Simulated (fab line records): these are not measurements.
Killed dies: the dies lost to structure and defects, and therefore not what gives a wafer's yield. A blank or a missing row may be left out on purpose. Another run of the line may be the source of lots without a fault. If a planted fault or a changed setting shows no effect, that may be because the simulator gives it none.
A lot that was struck, set against a sound lot -- flow gf180mcu -- 15 out of 602 route steps
Sound: the wafers L835.2, L835.3, L835.5. Struck: wafers L839.1, L839.5, L839.6. The cause is named last.
Per side, at each step with rows, come the tool, then ch with its chambers, and then its first start. Under that, the readings that differ: sound wafers -- struck wafers -- difference of the means -- sigmas: that difference in standard deviations of wafers without a fault.
alike: same words and numbers on both sides, and readings whose means sit less than 2 such deviations apart. not compared: any withheld reading, any reading some wafer has no value for, any bound like >300 that may hide the same value, and any number with overlapping values for which the record gives no deviation.
The two part at a step that has a row with sigmas, a row that says differs or no value, or rows on one side only. Numbers that don't overlap but have no deviation are shown without sigmas and don't part them. Lack of a reading on every wafer of one side parts them only where that side has two or more wafers.

first, 1 step without rows for these wafers: GF_NWELL_IMPLANT_09.
GF_NWELL_STRIP_10: strips in O2/N2.
  sound on plasma asher-04 ch 1, day 4 20:25; struck on plasma asher-02 ch 0,1, day 5 18:09
  alike: drypump motor current A, heater power w, oes product au, strip time to endpoint s
  not compared: rf hours counter h
GF_NWELL_TW_MEAS_11:
  sound on film metro-04, day 4 20:31; struck on film metro-04, day 5 18:15
  alike: NWELL_TW
then, 7 steps without rows for these wafers: GF_LVPWELL_DEHYDRATE_00 (time 60 s); GF_LVPWELL_HMDS_01 (prime time 60 s); GF_LVPWELL_COAT_02 (resist thk 3000 nm); GF_LVPWELL_SOFTBAKE_03; GF_LVPWELL_EXPOSE_04 (exposes mask LVPWELL, target cd 600 nm); GF_LVPWELL_PEB_05; GF_LVPWELL_DEVELOP_06 (develop time 60 s).
GF_LVPWELL_OVL_MEAS_07:
  sound on overlay-01, day 5 10:34; struck on overlay-02, day 6 09:36
  alike: LVPWELL_OVL
then, 1 step without rows for these wafers: GF_LVPWELL_IMPLANT_08.
GF_LVPWELL_IMPLANT_09:
  sound on implanter-03 ch 0, day 5 10:46; struck on implanter-03 ch 0, day 6 09:47
reading,sound,struck,difference,sigmas
beam energy keV,59.964 60.007 59.977,62.055 62.018 62.037,+2.054,+99 or more
model.implant.rp nm (nm),189.8 189.8 189.8,193.9 193.9 193.9,+4.1,
model.implant.drp nm (nm),64.53 64.53 64.53,65.66 65.66 65.66,+1.13,
GF_LVPWELL_STRIP_10: strips in O2/N2.
  sound on plasma asher-03 ch 0, day 5 10:53; struck on plasma asher-02 ch 0,1, day 6 09:56
  alike: drypump motor current A, heater power w, oes product au, strip time to endpoint s
  not compared: rf hours counter h
GF_PASSIVATION_PROBE_99:
  sound wafers here have rows in the record (prober-01, day 31 02:52); struck ones have none

## WHERE THEY PART
First at GF_LVPWELL_IMPLANT_09; last, within this record, at GF_PASSIVATION_PROBE_99.

WHY: the cause the simulator had injected
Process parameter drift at GF_LVPWELL_IMPLANT_09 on implanter-03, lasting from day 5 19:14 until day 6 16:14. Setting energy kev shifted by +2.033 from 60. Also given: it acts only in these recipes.
